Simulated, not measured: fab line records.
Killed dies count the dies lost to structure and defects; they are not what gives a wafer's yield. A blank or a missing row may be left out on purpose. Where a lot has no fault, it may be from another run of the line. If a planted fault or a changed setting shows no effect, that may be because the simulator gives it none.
Chamber matching    flow gf180mcu    GF_V3_CVD_02 on pecvd-04: 3 sister chambers
The step deposits SiO2 from TEOS, target thk 850 nm, time 94.851 s. 3 wafers are shown with their chamber, then 8 later ones without.

## EACH WAFER AND ITS CHAMBER
wafer   chamber  heaterPowerW (W)
L534.5  0        576
L538.4  1        578
L538.5  2        784

## WAFERS WITH NO CHAMBER GIVEN
wafer   heaterPowerW (W)
L538.6  535
L539.1  797
L539.3  566
L539.4  673
L540.2  565
L540.4  710
L544.1  657
L544.5  764

## THE CHAMBER EACH PASSED THROUGH
wafer   from the rows above           in truth
L538.6  can't be placed: 0 or 1       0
L539.1  2                             2
L539.3  can't be placed: 0 or 1       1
L539.4  can't be placed: 1 or 0 or 2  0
L540.2  can't be placed: 0 or 1       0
L540.4  can't be placed: 2 or 1 or 0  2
L544.1  can't be placed: 1 or 0 or 2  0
L544.5  2                             2
Placed correctly: 2 of 8. Not placeable from these rows: 6 (in 6, the candidates include the true chamber). Placed wrongly: 0.
How it was worked out, from the rows above alone: a wafer's distance from a chamber is the root of the sum, over the readings, of the square of ((its reading less the chamber's mean) divided by the reading's scatter). The wafer belongs to the nearest chamber; if the next one is less than 2 further off, it can't be placed. Each chamber's mean is taken over the wafers shown for it. The scatter: root of mean squared gap, hidden wafer to nearest shown wafer, with one shown wafer a chamber.
